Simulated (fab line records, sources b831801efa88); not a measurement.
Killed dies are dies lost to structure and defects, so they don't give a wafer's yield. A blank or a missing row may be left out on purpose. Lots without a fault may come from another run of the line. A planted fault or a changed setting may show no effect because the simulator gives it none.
fab line records | flow sky130
record lots=6 wafers=18 last_day=50
route steps=708 shown DNWELL@41 PWDE@45 NWELL@56 PAD_OPEN@708
lots that met no fault: from a run of the same line without faults
start_h: hours from the record's first day to the start of the lot's first wafer shown | wait_h: hours since the lot's step before | " the same as in the row above | L1.1+2: a row that stands for several wafers | - no value, or no start given | * or withheld: withheld | < > ~ a bound
route shown NAME@n: a module of which the file shows steps, and the number in the route of the first | usual: mean/standard deviation of fault-free wafers | same: alike in all rows | chamber/n: place in a boat | sites: the reading at each site | _std_site: their standard deviation | _edge_site: outer sites' mean less inner sites' | radius_mm: how far each site lies from the wafer's centre | mask NAME#n: copy n | behind: the tool/chamber that last shaped the wafer | hold: why the lot was held/for how many hours/how that ended | device: the transistor (n, p or np) that didn't switch | end of line: the same wafers' tests at the end of the route | a step without rows: its recipe alone | killed: dies lost to structure and defects at the first sort, not the wafer's yield | map: a wafer's dies, x killed, . not, _ none there
set.NAME: the setting as run; set.NAME@STEP: as run at that earlier step | model.NAME: the simulator's own value behind a step, which no gauge read
lots at some steps of the route; a table a step, a row a wafer
services: from which hour (start_h, from the record's first day; less than 0 if before it) a tool's chamber was out of use, for how many hours, and why
## steps
# step SKY_DNWELL_DEVELOP_06
# recipe wall_angle_deg=90 developer=TMAH develop_time_s=60 dev_temp_c=23
# step SKY_DNWELL_IMPLANT_07
# recipe species=P energy_kev=withheld dose_cm2=withheld tilt_deg=withheld
# step SKY_DNWELL_STRIP_08
# recipe chemistry=O2/N2 power_w=1400 pressure_mtorr=1500 platen_temp_c=withheld o2_flow_sccm=3000 n2_flow_sccm=300 overash_fraction=0.5
# usual drypump_motor_current_A=5.62/0.19 oes_product_au=0.722/0.0051 strip_time_to_endpoint_s=36.92/0.11
# columns lot.wafer tool chamber start_h wait_h drypump_motor_current_A oes_product_au rf_hours_counter_h strip_time_to_endpoint_s
L528.1 plasma_asher-01 1 54.30 0.1 5.84 0.718 35 37.00
L528.2 " 0 " " 5.63 0.722 35 36.78
L528.4 " 0 " " 5.63 0.717 - 36.84
L529.3 plasma_asher-01 0 62.65 0.1 5.61 0.728 - 37.17
L529.4 " 1 " " 5.84 0.723 - 37.09
L529.6 " 0 " " 5.61 0.725 - 37.16
L537.3 plasma_asher-02 1 101.01 0.1 5.51 0.728 - 37.01
L537.4 " 0 " " 5.62 0.726 - 36.97
L537.6 " 1 " " 5.52 0.733 - 36.92
L540.1 plasma_asher-01 1 117.60 0.1 5.85 0.723 43 37.10
L540.2 " 0 " " 5.64 0.721 43 36.98
L540.5 " 1 " " 5.87 0.717 - 37.00
L547.3 plasma_asher-01 1 156.82 0.1 5.87 0.725 - 36.99
L547.5 " 0 " " 5.60 0.723 - 36.84
L547.6 " 1 " " 5.84 0.735 - 37.02
L550.1 plasma_asher-02 1 180.26 0.1 5.50 0.719 6 36.88
L550.2 " 0 " " 5.65 0.721 6 36.93
L550.6 " 1 " " 5.50 0.718 - 36.93
# step SKY_DNWELL_TW_MEAS_09
# usual DNWELL_TW=1122/7.2
# columns lot.wafer tool chamber start_h wait_h DNWELL_TW
L528.1 film_metro-04 - 54.40 0.1 1132
L528.2 " - " " 1127
L528.4 " - " " 1133
L529.3 film_metro-03 - 62.73 0.1 1109
L529.4 " - " " 1121
L529.6 " - " " 1115
L537.3 film_metro-04 - 101.09 0.1 1128
L537.4 " - " " 1107
L537.6 " - " " 1119
L540.1 film_metro-03 - 117.70 0.1 1111
L540.2 " - " " 1116
L540.5 " - " " 1114
L547.3 film_metro-04 - 156.91 0.1 1114
L547.5 " - " " 1114
L547.6 " - " " 1111
L550.1 film_metro-01 - 180.36 0.1 1121
L550.2 " - " " 1130
L550.6 " - " " 1131
# step SKY_PWDE_DEHYDRATE_00
# recipe temp_c=200 time_s=60
# step SKY_PWDE_HMDS_01
# recipe prime_time_s=60 prime_temp_c=120.9
# step SKY_PWDE_COAT_02
# recipe spin_rpm=2000 resist_thk_nm=3000
# step SKY_PWDE_SOFTBAKE_03
# recipe temp_c=110 time_s=withheld
# step SKY_PWDE_EXPOSE_04
# recipe mask_id=PWDEM na=0.6 source_shape=conventional sigma_outer=0.6 polarization=unpolarized target_cd_nm=840 dose_mj=214
# step SKY_PWDE_PEB_05
# recipe temp_c=115 time_s=withheld
# step SKY_PWDE_DEVELOP_06
# recipe wall_angle_deg=90 developer=TMAH develop_time_s=60 dev_temp_c=23
# step SKY_PWDE_OVL_MEAS_07
# usual PWDE_OVL=0.0/1.8
# columns lot.wafer tool chamber start_h wait_h PWDE_OVL[nm]
L528.1 overlay-01 - 70.62 - -1.8
L528.2 " - " " -1.2
L528.4 " - " " -1.7
L529.3 overlay-01 - 78.90 - 0.4
L529.4 " - " " -2.3
L529.6 " - " " -1.7
L537.3 overlay-01 - 119.22 - 0.1
L537.4 " - " " -1.5
L537.6 " - " " 0.8
L540.1 overlay-01 - 136.13 - -2.6
L540.2 " - " " -3.8
L540.5 " - " " -2.7
L547.3 overlay-01 - 177.30 - -3.3
L547.5 " - " " -1.5
L547.6 " - " " -3.0
L550.1 overlay-01 - 202.01 - 1.9
L550.2 " - " " -1.5
L550.6 " - " " -2.0
# step SKY_PWDE_IMPLANT_08
# recipe species=B energy_kev=150 dose_cm2=3.6e+12 tilt_deg=withheld
# usual beam_energy_keV=149.99/0.044 dose_ions_cm2=3.6e+12/4.5e+09
# columns lot.wafer tool chamber start_h wait_h beam_energy_keV dose_ions_cm2
L528.1 implanter-04 0 70.66 0.0 150.15 3.603e+12
L528.2 " 0 " " 149.98 3.603e+12
L528.4 " 0 " " 150.07 3.599e+12
L529.3 implanter-02 0 78.97 0.1 149.95 3.596e+12
L529.4 " 0 " " 149.99 3.603e+12
L529.6 " 0 " " 149.96 3.604e+12
L537.3 implanter-04 0 119.30 0.1 150.03 3.837e+12
L537.4 " 0 " " 150.00 3.833e+12
L537.6 " 0 " " 150.00 3.836e+12
L540.1 implanter-04 0 136.17 0.0 149.93 3.83e+12
L540.2 " 0 " " 150.02 3.835e+12
L540.5 " 0 " " 149.99 3.827e+12
L547.3 implanter-02 0 177.65 0.3 149.98 3.604e+12
L547.5 " 0 " " 150.03 3.601e+12
L547.6 " 0 " " 149.97 3.605e+12
L550.1 implanter-02 0 202.05 0.0 149.97 3.607e+12
L550.2 " 0 " " 150.00 3.595e+12
L550.6 " 0 " " 149.97 3.594e+12
# step SKY_PWDE_STRIP_09
# recipe chemistry=O2/N2 power_w=1400 pressure_mtorr=1500 platen_temp_c=withheld o2_flow_sccm=3000 n2_flow_sccm=300 overash_fraction=0.5
# usual drypump_motor_current_A=5.72/0.21 oes_product_au=0.722/0.0045 strip_time_to_endpoint_s=36.97/0.12
# columns lot.wafer tool chamber start_h wait_h drypump_motor_current_A oes_product_au rf_hours_counter_h strip_time_to_endpoint_s
L528.1 plasma_asher-01 0 70.81 0.1 5.58 0.715 37 36.81
L528.2 " 1 " " 5.80 0.720 37 36.71
L528.4 " 1 " " 5.85 0.727 - 36.85
L529.3 plasma_asher-01 1 79.10 0.1 5.88 0.726 - 37.12
L529.4 " 0 " " 5.60 0.723 - 37.10
L529.6 " 0 " " 5.61 0.713 - 37.08
L537.3 plasma_asher-02 0 119.43 0.1 5.61 0.720 - 37.08
L537.4 " 1 " " 5.49 0.729 - 37.16
L537.6 " 1 " " 5.49 0.724 - 37.03
L540.1 plasma_asher-02 1 136.32 0.1 5.49 0.726 2 36.91
L540.2 " 0 " " 5.61 0.713 2 36.89
L540.5 " 0 " " 5.62 0.725 - 37.07
L547.3 plasma_asher-01 0 177.78 0.1 5.61 0.725 - 37.04
L547.5 " 0 " " 5.60 0.731 - 37.11
L547.6 " 1 " " 5.82 0.727 - 37.08
L550.1 plasma_asher-04 0 202.20 0.1 6.23 0.727 40 36.79
L550.2 " 1 " " 5.81 0.723 40 36.71
L550.6 " 1 " " 5.81 0.720 - 36.84
# step SKY_PWDE_TW_MEAS_10
# usual PWDE_TW=377.0/2.1
# columns lot.wafer tool chamber start_h wait_h PWDE_TW
L528.1 film_metro-04 - 70.91 0.1 377.1
L528.2 " - " " 376.3
L528.4 " - " " 376.6
L529.3 film_metro-01 - 79.19 0.1 379.0
L529.4 " - " " 379.3
L529.6 " - " " 379.8
L537.3 film_metro-01 - 119.52 0.1 383.8
L537.4 " - " " 383.4
L537.6 " - " " 385.2
L540.1 film_metro-04 - 136.42 0.1 381.7
L540.2 " - " " 383.4
L540.5 " - " " 383.3
L547.3 film_metro-04 - 177.87 0.1 376.4
L547.5 " - " " 376.4
L547.6 " - " " 377.7
L550.1 film_metro-03 - 202.30 0.1 377.9
L550.2 " - " " 377.6
L550.6 " - " " 375.4
# step SKY_NWELL_DEHYDRATE_03
# recipe temp_c=200 time_s=60
# step SKY_NWELL_HMDS_04
# recipe prime_time_s=60 prime_temp_c=120
# step SKY_NWELL_COAT_05
# recipe spin_rpm=2000 resist_thk_nm=3000
# step SKY_NWELL_SOFTBAKE_06
# recipe temp_c=110 time_s=withheld
# step SKY_NWELL_EXPOSE_07
# recipe mask_id=NWM na=0.6 source_shape=conventional sigma_outer=0.6 polarization=unpolarized target_cd_nm=840 dose_mj=255
# step SKY_NWELL_PEB_08
# recipe temp_c=115 time_s=withheld
# step SKY_NWELL_DEVELOP_09
# recipe wall_angle_deg=90 developer=TMAH develop_time_s=60 dev_temp_c=23
# step SKY_NWELL_OVL_MEAS_10
# usual NWELL_00_OVL=0.5/1.1
# columns lot.wafer tool chamber start_h wait_h NWELL_00_OVL[nm]
L528.1 overlay-02 - 87.31 - 1.0
L528.2 " - " " 0.3
L528.4 " - " " 1.6
L529.3 overlay-02 - 96.57 - -1.7
L529.4 " - " " -0.5
L529.6 " - " " 0.2
L537.3 overlay-02 - 137.80 - 1.3
L537.4 " - " " 0.0
L537.6 " - " " 3.5
L540.1 overlay-01 - 156.15 - -0.8
L540.2 " - " " 0.0
L540.5 " - " " -1.7
L547.3 overlay-01 - 198.72 - 1.0
L547.5 " - " " 1.0
L547.6 " - " " 0.1
L550.1 overlay-01 - 224.61 - -0.9
L550.2 " - " " 2.3
L550.6 " - " " 0.2
# step SKY_NWELL_IMPLANT_11
# recipe species=P energy_kev=400 dose_cm2=1.9e+13 tilt_deg=withheld
# step SKY_NWELL_IMPLANT_12
# recipe species=P energy_kev=120 dose_cm2=1.3e+12 tilt_deg=withheld
# step SKY_NWELL_IMPLANT_13
# recipe species=P energy_kev=50 dose_cm2=7e+11 tilt_deg=withheld
# step SKY_NWELL_STRIP_14
# recipe chemistry=O2/N2 power_w=1400 pressure_mtorr=1500 platen_temp_c=withheld o2_flow_sccm=3000 n2_flow_sccm=300 overash_fraction=0.5
# usual drypump_motor_current_A=5.60/0.27 oes_product_au=0.724/0.0044 strip_time_to_endpoint_s=36.91/0.1
# columns lot.wafer tool chamber start_h wait_h drypump_motor_current_A oes_product_au rf_hours_counter_h strip_time_to_endpoint_s
L528.1 plasma_asher-02 0 87.80 0.1 5.64 0.725 41 36.88
L528.2 " 1 " " 5.46 0.719 41 36.87
L528.4 " 1 " " 5.48 0.719 - 36.80
L529.3 plasma_asher-02 1 97.08 0.1 5.51 0.718 - 36.82
L529.4 " 0 " " 5.65 0.719 - 36.88
L529.6 " 1 " " 5.50 0.719 - 36.92
L537.3 plasma_asher-02 0 138.30 0.1 5.65 0.726 - 37.05
L537.4 " 1 " " 5.50 0.719 - 36.87
L537.6 " 0 " " 5.64 0.731 - 36.88
L540.1 plasma_asher-03 0 156.64 0.1 5.13 0.723 43 36.92
L540.2 " 1 " " 5.72 0.729 43 36.89
L540.5 " 0 " " 5.16 0.724 - 36.90
L547.3 plasma_asher-03 1 199.23 0.1 5.69 0.729 - 37.03
L547.5 " 1 " " 5.68 0.722 - 37.07
L547.6 " 0 " " 5.14 0.722 - 37.05
L550.1 plasma_asher-02 0 225.10 0.1 5.62 0.720 10 37.06
L550.2 " 1 " " 5.49 0.723 10 37.02
L550.6 " 1 " " 5.49 0.724 - 37.17
# step SKY_NWELL_TW_MEAS_15
# usual NWELL_TW=1833/10
# columns lot.wafer tool chamber start_h wait_h NWELL_TW
L528.1 film_metro-03 - 87.90 0.1 1823
L528.2 " - " " 1825
L528.4 " - " " 1821
L529.3 film_metro-03 - 97.17 0.1 1828
L529.4 " - " " 1823
L529.6 " - " " 1826
L537.3 film_metro-01 - 138.39 0.1 1838
L537.4 " - " " 1846
L537.6 " - " " 1837
L540.1 film_metro-04 - 156.74 0.1 1827
L540.2 " - " " 1828
L540.5 " - " " 1831
L547.3 film_metro-04 - 199.32 0.1 1832
L547.5 " - " " 1839
L547.6 " - " " 1827
L550.1 film_metro-03 - 225.20 0.1 1835
L550.2 " - " " 1840
L550.6 " - " " 1829
# step SKY_NWELL_DEHYDRATE_16
# recipe temp_c=200 time_s=60
# step SKY_NWELL_HMDS_17
# recipe prime_time_s=60 prime_temp_c=120
# step SKY_NWELL_COAT_18
# recipe spin_rpm=2000 resist_thk_nm=3000
# step SKY_NWELL_SOFTBAKE_19
# recipe temp_c=110 time_s=withheld
# step SKY_NWELL_EXPOSE_20
# recipe mask_id=NWM_COMPLEMENT na=0.6 source_shape=conventional sigma_outer=0.6 polarization=unpolarized target_cd_nm=840 dose_mj=260
# step SKY_NWELL_PEB_21
# recipe temp_c=115 time_s=withheld
# step SKY_NWELL_DEVELOP_22
# recipe wall_angle_deg=90 developer=TMAH develop_time_s=60 dev_temp_c=23
# step SKY_NWELL_OVL_MEAS_23
# usual NWELL_01_OVL=-0.3/1.3
# columns lot.wafer tool chamber start_h wait_h NWELL_01_OVL[nm]
L528.1 overlay-01 - 105.20 - -1.1
L528.2 " - " " -1.8
L528.4 " - " " -0.4
L529.3 overlay-01 - 116.16 - -0.7
L529.4 " - " " 0.7
L529.6 " - " " -1.6
L537.3 overlay-01 - 158.16 - -0.5
L537.4 " - " " 1.1
L537.6 " - " " 0.2
L540.1 overlay-01 - 176.93 - -1.8
L540.2 " - " " -1.4
L540.5 " - " " 0.1
L547.3 overlay-01 - 221.77 - 0.4
L547.5 " - " " 1.7
L547.6 " - " " -0.9
L550.1 overlay-02 - 248.65 - 1.3
L550.2 " - " " -0.2
L550.6 " - " " 0.6
# step SKY_NWELL_IMPLANT_24
# recipe species=B energy_kev=140 dose_cm2=9.139e+12 tilt_deg=withheld
# step SKY_NWELL_STRIP_25
# recipe chemistry=O2/N2 power_w=1400 pressure_mtorr=1500 platen_temp_c=withheld o2_flow_sccm=3000 n2_flow_sccm=300 overash_fraction=0.5
# usual drypump_motor_current_A=5.7/0.35 oes_product_au=0.722/0.0044 strip_time_to_endpoint_s=36.95/0.099
# columns lot.wafer tool chamber start_h wait_h drypump_motor_current_A oes_product_au rf_hours_counter_h strip_time_to_endpoint_s
L528.1 plasma_asher-02 1 105.39 0.1 5.5 0.721 43 37.12
L528.2 " 0 " " 5.6 0.721 43 37.02
L528.4 " 0 " " 5.6 0.719 - 37.21
L529.3 plasma_asher-04 1 116.37 0.1 5.8 0.724 - 37.03
L529.4 " 0 " " 6.2 0.724 - 36.92
L529.6 " 1 " " 5.8 0.714 - 37.02
L537.3 plasma_asher-04 1 158.37 0.1 5.8 0.728 - 37.05
L537.4 " 0 " " 6.2 0.719 - 36.87
L537.6 " 0 " " 6.2 0.731 - 36.92
L540.1 plasma_asher-04 1 177.12 0.1 5.8 0.715 38 37.08
L540.2 " 0 " " 6.2 0.723 38 36.97
L540.5 " 1 " " 5.8 0.718 - 37.05
L547.3 plasma_asher-03 1 221.98 0.1 5.7 0.717 - 36.84
L547.5 " 0 " " 5.1 0.719 - 36.69
L547.6 " 1 " " 5.7 0.725 - 36.81
L550.1 plasma_asher-04 0 248.84 0.1 6.2 0.723 45 37.05
L550.2 " 1 " " 5.8 0.723 45 36.96
L550.6 " 0 " " 6.2 0.724 - 37.00
# step SKY_NWELL_TW_MEAS_26
# usual NWELL_2_TW=499.0/2.6
# columns lot.wafer tool chamber start_h wait_h NWELL_2_TW
L528.1 film_metro-01 - 105.49 0.1 501.6
L528.2 " - " " 499.0
L528.4 " - " " 498.5
L529.3 film_metro-04 - 116.46 0.1 498.4
L529.4 " - " " 497.1
L529.6 " - " " 498.8
L537.3 film_metro-04 - 158.46 0.1 494.6
L537.4 " - " " 498.5
L537.6 " - " " 494.4
L540.1 film_metro-01 - 177.22 0.1 504.2
L540.2 " - " " 503.1
L540.5 " - " " 501.4
L547.3 film_metro-01 - 222.07 0.1 499.8
L547.5 " - " " 504.8
L547.6 " - " " 502.5
L550.1 film_metro-03 - 248.94 0.1 499.0
L550.2 " - " " 498.6
L550.6 " - " " 498.5
# step SKY_NWELL_CLEAN_27
# recipe chemistry=SC1/SC2 mix=1:4:20 temp_c=70 time_s=150 dry=n2_spin
# step SKY_NWELL_RTA_28
# recipe temp_c=1050 time_s=30 idle_temp_c=650 ramp_up_c_per_s=150 ramp_down_c_per_s=90 ambient=N2
# usual chamber_o2_ppm=2.005/0.022 lamp_power_pct=25.30/0.051 wafer_temp_C_max=1054.8/0.93
# columns lot.wafer tool chamber start_h wait_h chamber_o2_ppm lamp_power_pct wafer_temp_C_max
L528.1 rtp_anneal-01 0 105.60 0.0 1.971 25.31 1055.9
L528.2 " 0 " " 2.019 25.33 1055.1
L528.4 " 0 " " 2.003 25.31 1057.7
L529.3 rtp_anneal-02 0 116.59 0.0 1.984 25.32 1056.2
L529.4 " 0 " " 2.046 25.31 1054.8
L529.6 " 0 " " 2.040 25.28 1053.6
L537.3 rtp_anneal-02 0 158.58 0.0 2.007 25.35 1054.6
L537.4 " 0 " " 2.009 25.37 1055.2
L537.6 " 0 " " 2.002 25.33 1056.3
L540.1 rtp_anneal-01 0 177.33 0.0 1.997 25.27 1054.2
L540.2 " 0 " " 2.034 25.26 1054.4
L540.5 " 0 " " 1.967 25.37 1055.1
L547.3 rtp_anneal-02 0 222.19 0.0 1.993 25.34 1055.4
L547.5 " 0 " " 1.988 25.35 1054.5
L547.6 " 0 " " 1.998 25.23 1055.0
L550.1 rtp_anneal-02 0 249.05 0.0 1.964 25.32 1055.0
L550.2 " 0 " " 1.982 25.36 1054.7
L550.6 " 0 " " 1.987 25.25 1054.0
# step SKY_NWELL_RS_MEAS_29
# recipe thk_meas_gauge=four-point-probe
# usual NWELL_RS=625.2/1.8
# columns lot.wafer tool chamber start_h wait_h NWELL_RS[ohm/sq]
L528.1 film_metro-01 - 105.80 0.2 627.3
L528.2 " - " " 627.1
L528.4 " - " " 626.9
L529.3 film_metro-01 - 116.69 0.1 624.3
L529.4 " - " " 625.6
L529.6 " - " " 627.5
L537.3 film_metro-03 - 158.69 0.1 623.8
L537.4 " - " " 624.5
L537.6 " - " " 625.4
L540.1 film_metro-01 - 177.43 0.1 626.0
L540.2 " - " " 625.1
L540.5 " - " " 624.5
L547.3 film_metro-03 - 222.30 0.1 622.8
L547.5 " - " " 622.9
L547.6 " - " " 623.0
L550.1 film_metro-03 - 249.15 0.1 624.0
L550.2 " - " " 625.0
L550.6 " - " " 625.1
# step SKY_NWELL_RS_MEAS_31
# recipe thk_meas_gauge=four-point-probe
# usual PWDE_RS=5282/20
# columns lot.wafer tool chamber start_h wait_h PWDE_RS[ohm/sq]
L528.1 film_metro-01 - 106.04 0.1 5293
L528.2 " - " " 5287
L528.4 " - " " 5275
L529.3 film_metro-01 - 116.93 0.1 5277
L529.4 " - " " 5259
L529.6 " - " " 5278
L537.3 film_metro-03 - 158.93 0.1 5032
L537.4 " - " " 5025
L537.6 " - " " 5037
L540.1 film_metro-01 - 177.67 0.1 5043
L540.2 " - " " 5027
L540.5 " - " " 5018
L547.3 film_metro-03 - 222.54 0.1 5285
L547.5 " - " " 5260
L547.6 " - " " 5268
L550.1 film_metro-03 - 249.39 0.1 5300
L550.2 " - " " 5287
L550.6 " - " " 5297
# step SKY_PAD_OPEN_PROBE_99
# usual killed_at_M0_to_M3=43/7 killed_at_M4_up=3.3/1.8 killed_at_contacts=24/6.2 killed_at_front_end=16/4.7 killed_at_other=0.4/0.58 killed_dies=87/10 killed_on_rim=16/3.7 killed_open=47/6.4 killed_short=39/7
# same gross_dies=492 killed_at_back_side=0
# columns lot.wafer tool chamber start_h wait_h killed_at_M0_to_M3 killed_at_M4_up killed_at_contacts killed_at_front_end killed_at_other killed_dies killed_on_rim killed_open killed_short model.etest.res_pwde_under_gate.rs_ohm_sq
L528.1 prober-01 - 1070.83 0.1 39 3 20 20 0 82 19 45 37 6347
L528.2 prober-01 - 1070.88 0.1 45 2 19 13 0 79 17 52 27 6312
L528.4 prober-01 - 1070.98 0.2 42 3 20 19 0 84 19 38 46 6306
L529.3 prober-02 - 1082.36 0.2 35 3 26 18 0 82 17 44 37 6116
L529.4 prober-02 - 1082.41 0.2 42 2 20 14 0 78 13 40 37 6121
L529.6 prober-02 - 1082.51 0.2 40 3 22 21 0 86 21 50 36 6074
L537.3 prober-02 - 1145.39 0.2 50 2 28 14 0 94 20 56 38 5883
L537.4 prober-02 - 1145.44 0.2 48 0 27 11 1 87 20 49 37 5869
L537.6 prober-02 - 1145.54 0.2 53 5 22 16 0 96 17 52 44 5854
L540.1 prober-02 - 1154.68 0.1 46 3 14 17 1 81 15 41 40 5881
L540.2 prober-02 - 1154.73 0.1 44 5 18 14 0 81 12 44 37 5887
L540.5 prober-02 - 1154.88 0.2 47 4 18 22 0 91 19 51 40 5860
L547.3 prober-02 - 1184.18 0.2 31 3 28 13 0 75 9 44 31 6158
L547.5 prober-02 - 1184.28 0.2 39 2 16 22 1 80 11 40 40 6179
L547.6 prober-02 - 1184.33 0.2 44 2 15 19 1 81 18 52 29 6149
L550.1 prober-02 - 1201.74 0.1 45 4 20 13 0 82 18 47 35 6133
L550.2 prober-02 - 1201.79 0.1 50 2 27 18 0 97 22 54 43 6174
L550.6 prober-02 - 1201.99 0.2 50 1 22 15 0 88 12 52 36 6170
# killed by level:class
L528.1 VIA2:geometric_particle:open=8 VIA1:geometric_particle:open=7 POLY_GATE:geometric_particle:open=6 LI_CONTACT:geometric_particle:open=6 CONTACT:geometric_particle:open=6 LOCAL_INTERCONNECT:geometric_particle:short=5 VIA3:geometric_particle:open=4 METAL1:geometric_particle:short=4
L528.2 VIA1:geometric_particle:open=9 VIA2:geometric_particle:open=8 LI_CONTACT:geometric_particle:open=7 VIA3:geometric_particle:open=7 FIELD_ISO:geometric_particle:open=6 LOCAL_INTERCONNECT:geometric_particle:short=5 CONTACT:geometric_particle:open=4 METAL2:geometric_particle:short=4
L528.4 VIA1:geometric_particle:open=8 METAL3:geometric_particle:short=7 POLY_GATE:geometric_particle:short=6 METAL1:geometric_particle:short=6 LI_CONTACT:geometric_particle:open=5 LOCAL_INTERCONNECT:geometric_particle:short=5 CONTACT:geometric_particle:open=5 METAL2:geometric_particle:short=5
L529.3 LI_CONTACT:geometric_particle:open=7 CONTACT:geometric_particle:open=7 VIA2:geometric_particle:open=7 METAL1:geometric_particle:short=6 CONTACT:geometric_particle:short=6 VIA1:geometric_particle:open=6 FIELD_ISO:geometric_particle:open=5 VIA3:geometric_particle:open=5
L529.4 CONTACT:geometric_particle:open=9 METAL2:geometric_particle:short=9 VIA1:geometric_particle:short=7 VIA1:geometric_particle:open=7 VIA2:geometric_particle:open=7 LI_CONTACT:geometric_particle:open=5 VIA3:geometric_particle:short=5 FIELD_ISO:geometric_particle:open=4
L529.6 VIA1:geometric_particle:open=9 METAL2:geometric_particle:short=8 CONTACT:geometric_particle:open=8 FIELD_ISO:geometric_particle:open=7 VIA2:geometric_particle:open=7 LI_CONTACT:geometric_particle:open=6 POLY_GATE:geometric_particle:short=4 VIA3:geometric_particle:open=4
L537.3 VIA1:geometric_particle:open=15 CONTACT:geometric_particle:open=11 LI_CONTACT:geometric_particle:open=7 VIA2:geometric_particle:open=7 LOCAL_INTERCONNECT:geometric_particle:short=6 METAL2:geometric_particle:short=6 METAL1:geometric_particle:short=5 VIA1:geometric_particle:short=5
L537.4 LI_CONTACT:geometric_particle:open=12 VIA1:geometric_particle:open=12 CONTACT:geometric_particle:open=6 METAL1:geometric_particle:short=6 VIA2:geometric_particle:short=6 METAL2:geometric_particle:short=5 VIA1:geometric_particle:short=4 VIA2:geometric_particle:open=4
L537.6 VIA1:geometric_particle:open=13 VIA3:geometric_particle:open=8 CONTACT:geometric_particle:open=7 VIA1:geometric_particle:short=7 VIA2:geometric_particle:open=6 LOCAL_INTERCONNECT:geometric_particle:short=6 LI_CONTACT:geometric_particle:open=5 METAL2:geometric_particle:short=5
L540.1 VIA1:geometric_particle:open=10 METAL1:geometric_particle:short=9 POLY_GATE:geometric_particle:open=7 METAL2:geometric_particle:short=7 VIA1:geometric_particle:short=7 LI_CONTACT:geometric_particle:open=5 VIA2:geometric_particle:open=5 FIELD_ISO:geometric_particle:open=4
L540.2 VIA1:geometric_particle:open=10 VIA2:geometric_particle:open=9 LI_CONTACT:geometric_particle:open=8 VIA1:geometric_particle:short=7 POLY_GATE:geometric_particle:short=5 LOCAL_INTERCONNECT:geometric_particle:short=5 VIA3:geometric_particle:open=5 METAL1:geometric_particle:short=4
L540.5 VIA1:geometric_particle:open=11 POLY_GATE:geometric_particle:open=7 POLY_GATE:geometric_particle:short=7 LI_CONTACT:geometric_particle:open=7 METAL2:geometric_particle:short=6 CONTACT:geometric_particle:open=5 VIA1:geometric_particle:short=5 VIA2:geometric_particle:open=5
L547.3 CONTACT:geometric_particle:open=13 VIA1:geometric_particle:open=8 VIA3:geometric_particle:open=5 LI_CONTACT:geometric_particle:open=4 VIA1:geometric_particle:short=4 FIELD_ISO:geometric_particle:short=3 FIELD_ISO:geometric_particle:open=3 POLY_GATE:geometric_particle:short=3
L547.5 VIA1:geometric_particle:open=8 POLY_GATE:geometric_particle:short=6 CONTACT:geometric_particle:open=6 FIELD_ISO:geometric_particle:open=5 VIA2:geometric_particle:open=5 POLY_GATE:geometric_particle:open=5 METAL2:geometric_particle:short=5 CONTACT:geometric_particle:short=4
L547.6 FIELD_ISO:geometric_particle:open=10 VIA3:geometric_particle:open=8 CONTACT:geometric_particle:open=7 METAL1:geometric_particle:short=6 VIA1:geometric_particle:open=6 VIA3:geometric_particle:short=6 METAL2:geometric_particle:short=5 VIA2:geometric_particle:open=4
L550.1 VIA3:geometric_particle:open=9 VIA1:geometric_particle:short=8 VIA1:geometric_particle:open=8 CONTACT:geometric_particle:open=7 FIELD_ISO:geometric_particle:open=5 LOCAL_INTERCONNECT:geometric_particle:short=5 VIA2:geometric_particle:open=5 LI_CONTACT:geometric_particle:open=4
L550.2 VIA1:geometric_particle:open=15 LI_CONTACT:geometric_particle:open=9 CONTACT:geometric_particle:open=7 METAL2:geometric_particle:short=6 LOCAL_INTERCONNECT:geometric_particle:short=6 VIA1:geometric_particle:short=6 VIA3:geometric_particle:open=6 VIA2:geometric_particle:open=5
L550.6 VIA1:geometric_particle:open=11 LI_CONTACT:geometric_particle:open=8 CONTACT:geometric_particle:open=8 VIA2:geometric_particle:open=7 VIA1:geometric_particle:short=6 METAL2:geometric_particle:short=6 VIA3:geometric_particle:open=6 METAL1:geometric_particle:short=4
## services
# columns tool chamber start_h hours kind
plasma_asher-03 - 79.33 8.1 repair
implanter-04 - 89.61 1.2 repair
plasma_asher-03 - 90.41 38.8 repair
implanter-02 - 104.91 2.6 repair
plasma_asher-02 - 108.75 9.0 pm
plasma_asher-02 0 108.75 9.0 vent_cycle
plasma_asher-02 1 108.75 9.0 vent_cycle
plasma_asher-02 0 117.75 - clean
plasma_asher-02 1 117.75 - clean
implanter-04 - 150.27 2.7 repair
implanter-02 - 161.84 2.2 repair
implanter-02 - 168.39 3.4 repair
implanter-04 - 171.81 6.0 pm
implanter-02 - 180.62 6.8 pm
implanter-04 - 198.64 3.1 repair
plasma_asher-02 - 206.19 2.4 repair
implanter-02 - 215.23 1.1 repair
implanter-02 - 218.59 33.2 pm
plasma_asher-01 - 231.80 2.8 pm
## key
first_sign step=SKY_PWDE_IMPLANT_08 reading=dose_ions_cm2 direction=up sigmas=51 usual=* struck=*
effect step=SKY_PWDE_TW_MEAS_10 reading=PWDE_TW direction=up sigmas=3.1 usual=377.0 struck=383.5
effect step=SKY_NWELL_RS_MEAS_31 reading=PWDE_RS direction=down sigmas=12 usual=5282 struck=5030
model_effect step=SKY_PAD_OPEN_PROBE_99 value=etest.res_pwde_under_gate.rs_ohm_sq without=6227 struck=5872
met_at SKY_PWDE_IMPLANT_08
struck_wafers L537.3,L537.4,L537.6,L540.1,L540.2,L540.5
tester_left_out L537,L540
onset_between 70.66 119.30
fault kind=process_parameter_drift tool=implanter-04 chamber=- onset_h=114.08 steps=SKY_PWDE_IMPLANT_08 channel=dose_cm2 offset=* shape=step end_h=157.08 acts_in=* stated=*
# tester_left_out: of these lots the tester's yield and bins aren't shown, on N5 and GAA mostly nor the transistor test; their killed dies are dies lost to structure and defects alone, not to doping, threshold or leakage, so they don't give the yield
